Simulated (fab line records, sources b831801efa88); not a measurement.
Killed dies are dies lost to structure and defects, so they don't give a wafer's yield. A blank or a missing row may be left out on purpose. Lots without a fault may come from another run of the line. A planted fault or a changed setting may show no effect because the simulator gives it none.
A struck lot beside a sound one | flow sky130 | 14 steps out of a route of 708
Sound: wafers L761.3, L761.5, L761.6. Struck: wafers L764.1, L764.5, L764.6. The cause comes at the end.
At each step with rows: each side's tool, then ch and its chambers, then its first start. Under that, the readings that differ: sound wafers | struck wafers | difference of the means | sigmas: that difference in standard deviations of wafers without a fault.
alike: readings whose means differ by less than 2 such deviations, and words and numbers that are the same on both sides. not compared: withheld readings, readings that some wafer has no value for, bounds like >300 that may hide the same value, and numbers for which the record gives no deviation and whose values overlap.
The two part at a step that has a row with sigmas, a row that says differs or no value, or rows on one side only. Numbers that don't overlap but have no deviation are shown without sigmas and don't part them. A reading that every wafer of one side lacks parts them only if that side has two wafers or more.

SKY_NWELL_RS_MEAS_31: measures by four-point-probe.
  sound on film_metro-03, day 7 19:10; struck on film_metro-03, day 8 18:19
  reading          | sound          | struck         | difference | sigmas
  PWDE_RS (ohm/sq) | 5296 5290 5294 | 5221 5257 5253 | -50        | -2
then, 7 steps without rows for these wafers: SKY_VT_ADJUST_HVTP_DEHYDRATE_00 (time 60 s); SKY_VT_ADJUST_HVTP_HMDS_01 (prime time 60 s); SKY_VT_ADJUST_HVTP_COAT_02 (resist thk 1140 nm); SKY_VT_ADJUST_HVTP_SOFTBAKE_03 (time 60 s); SKY_VT_ADJUST_HVTP_EXPOSE_04 (exposes mask HVTPM, target cd 380 nm); SKY_VT_ADJUST_HVTP_PEB_05; SKY_VT_ADJUST_HVTP_DEVELOP_06 (develop time 60 s).
SKY_VT_ADJUST_HVTP_CD_MEAS_07: target cd 380 nm.
  sound on cd_sem-01, day 8 15:21; struck on cd_sem-01, day 9 15:37
  alike: cd_nm
SKY_VT_ADJUST_HVTP_OVL_MEAS_08:
  sound on overlay-02, day 8 15:26; struck on overlay-01, day 9 15:44
  alike: VT_ADJUST_HVTP_OVL
then, 1 step without rows for these wafers: SKY_VT_ADJUST_HVTP_IMPLANT_09.
SKY_VT_ADJUST_HVTP_STRIP_10: strips in O2/N2.
  sound on plasma_asher-01 ch 0,1, day 8 15:38; struck on plasma_asher-01 ch 0,1, day 9 15:55
  reading                        | sound                | struck               | difference | sigmas
  chamber_pressure_mTorr (mTorr) | 1500.5 1503.4 1497.4 | 1800.0 1802.2 1801.7 | +300.9     | +99 or more
  oes_product_au (a.u.)          | 0.713 0.713 0.716    | 0.737 0.737 0.740    | +0.024     | +5
  strip_time_to_endpoint_s (s)   | 14.14 14.14 14.15    | 13.67 13.70 13.69    | -0.46      | -13
  alike: drypump_motor_current_A
  not compared: rf_hours_counter_h
SKY_VT_ADJUST_HVTP_TW_MEAS_11:
  sound on film_metro-01, day 8 15:44; struck on film_metro-04, day 9 16:01
  reading           | sound          | struck         | difference | sigmas
  VT_ADJUST_HVTP_TW | 1334 1345 1349 | 1375 1373 1373 | +31        | +2
-- the record jumps here: 40 days lie between the struck wafers' starts before and after (it left off in module VT_ADJUST_HVTP and takes up again in module PAD_OPEN, whose first step shown is number 708 of the route) --
SKY_PAD_OPEN_PROBE_99:
  the record has rows for the struck wafers here (prober-01, day 49 09:04) and none for the sound ones

WHERE THEY PART
First at SKY_NWELL_RS_MEAS_31; last, within this record, at SKY_PAD_OPEN_PROBE_99.

WHY: what the simulator had put in
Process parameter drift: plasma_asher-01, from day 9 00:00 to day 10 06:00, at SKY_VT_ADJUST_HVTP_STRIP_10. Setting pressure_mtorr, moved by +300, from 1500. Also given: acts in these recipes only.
